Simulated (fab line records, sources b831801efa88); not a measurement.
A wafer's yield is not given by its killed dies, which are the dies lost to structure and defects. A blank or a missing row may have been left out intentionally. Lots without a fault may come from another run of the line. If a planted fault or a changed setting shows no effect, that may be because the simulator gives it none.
What tool caused it? | flow gf180mcu | 11 lots, 33 wafers sampled, at 5 steps of a route of 602

## WHAT THE GAUGES READ, wafer by wafer
GF_V2_THK_MEAS_01.
lot  | measured     | on           | V2_CVD_00_THK (nm)
L504 | day 18 12:23 | filmMetro-04 | 579 573 574
L505 | day 18 19:50 | filmMetro-04 | 568 562 563
L508 | day 20 09:28 | filmMetro-02 | 573 574 569
L511 | day 21 19:17 | filmMetro-02 | 574 571 569
L513 | day 22 01:23 | filmMetro-02 | 571 573 580
L514 | day 22 03:59 | filmMetro-04 | 568 563 562
L517 | day 23 19:20 | filmMetro-03 | 567 569 568
L519 | day 24 07:07 | filmMetro-02 | 572 574 563

## WHAT TOOL EACH LOT RAN ON (gives the tool, then ch and the chambers of the sampled wafers, and finally the start)
lot  | GF_V1_CMP_04                  | GF_V1_SPUTTER_22            | GF_M2_METAL_ETCH_16              | GF_M2_STRIP_17
L504 | cmp-02 ch 0,1,3, day 16 11:28 | pvdSputter-03, day 17 11:05 | rieMetal-03 ch 0,1, day 18 11:39 | plasmaAsher-01 ch 0,1, day 18 11:46
L505 | cmp-01 ch 0,3, day 16 18:30   | pvdSputter-01, day 17 17:45 | rieMetal-02 ch 0,1, day 18 19:06 | plasmaAsher-01 ch 0,1, day 18 19:13
L508 | cmp-01 ch 0,1,3, day 18 09:34 | pvdSputter-01, day 19 10:33 | rieMetal-01 ch 0, day 20 08:44   | plasmaAsher-03 ch 0,1, day 20 08:52
L511 | cmp-01 ch 0,1, day 19 18:05   | pvdSputter-02, day 20 17:02 | rieMetal-03 ch 1, day 21 18:22   | plasmaAsher-03 ch 0,1, day 21 18:35
L513 | cmp-01 ch 0,2,3, day 19 22:32 | pvdSputter-03, day 20 22:46 | rieMetal-03 ch 1, day 22 00:32   | plasmaAsher-03 ch 0,1, day 22 00:47
L514 | cmp-02 ch 1,2,3, day 20 01:33 | pvdSputter-01, day 21 01:49 | rieMetal-02 ch 0,1, day 22 03:14 | plasmaAsher-04 ch 0,1, day 22 03:22
L517 | cmp-02 ch 0,1, day 21 16:50   | pvdSputter-01, day 22 18:21 | rieMetal-01 ch 0,1, day 23 18:32 | plasmaAsher-04 ch 0,1, day 23 18:40
L519 | cmp-02 ch 0,1,3, day 22 05:08 | pvdSputter-02, day 23 06:18 | rieMetal-02 ch 0,1, day 24 06:22 | plasmaAsher-01 ch 0,1, day 24 06:30
L525 | cmp-02 ch 1,2,3, day 24 02:37 | pvdSputter-02, day 25 02:22 | rieMetal-02 ch 0,1, day 26 01:22 | plasmaAsher-04 ch 0,1, day 26 01:30
L524 | cmp-02 ch 0,2, day 24 04:33   | pvdSputter-01, day 25 04:29 | rieMetal-01 ch 0,1, day 26 02:41 | plasmaAsher-03 ch 0,1, day 26 02:49
L526 | cmp-01 ch 0,1,3, day 24 09:29 | pvdSputter-01, day 25 09:47 | rieMetal-01 ch 0,1, day 26 08:32 | plasmaAsher-01 ch 0,1, day 26 08:40
- GF_V1_CMP_04: polishes SiO2.
- GF_V1_SPUTTER_22: material TiN, target thk 10 nm, time 40 s.
- GF_M2_METAL_ETCH_16: etches the open film in Cl2/BCl3, stops on SiO2, target depth 750.8 nm, time 125.1 s.
- GF_M2_STRIP_17: strips in O2/N2.

## THE ANSWER, worked out from the rows above alone
Rule: what is usual is taken from the lots themselves. Put in order of their means at a reading, lots are off if they are a third of the lots or fewer, leave a main group of 4 or more, and stand apart from it by a gap of 3 or more times the standard deviation of the main group's means; of several such gaps the widest counts. If all means in a main group match to the digits the tables above print for the reading, that group is not used. A lot without any number at a reading at which 4 lots or more have one is off too. Any other lot the step has rows for is counted as sound.
No lot is off at any reading shown: from this, nothing can be told.

## WHAT WAS PUT IN BY THE SIMULATOR
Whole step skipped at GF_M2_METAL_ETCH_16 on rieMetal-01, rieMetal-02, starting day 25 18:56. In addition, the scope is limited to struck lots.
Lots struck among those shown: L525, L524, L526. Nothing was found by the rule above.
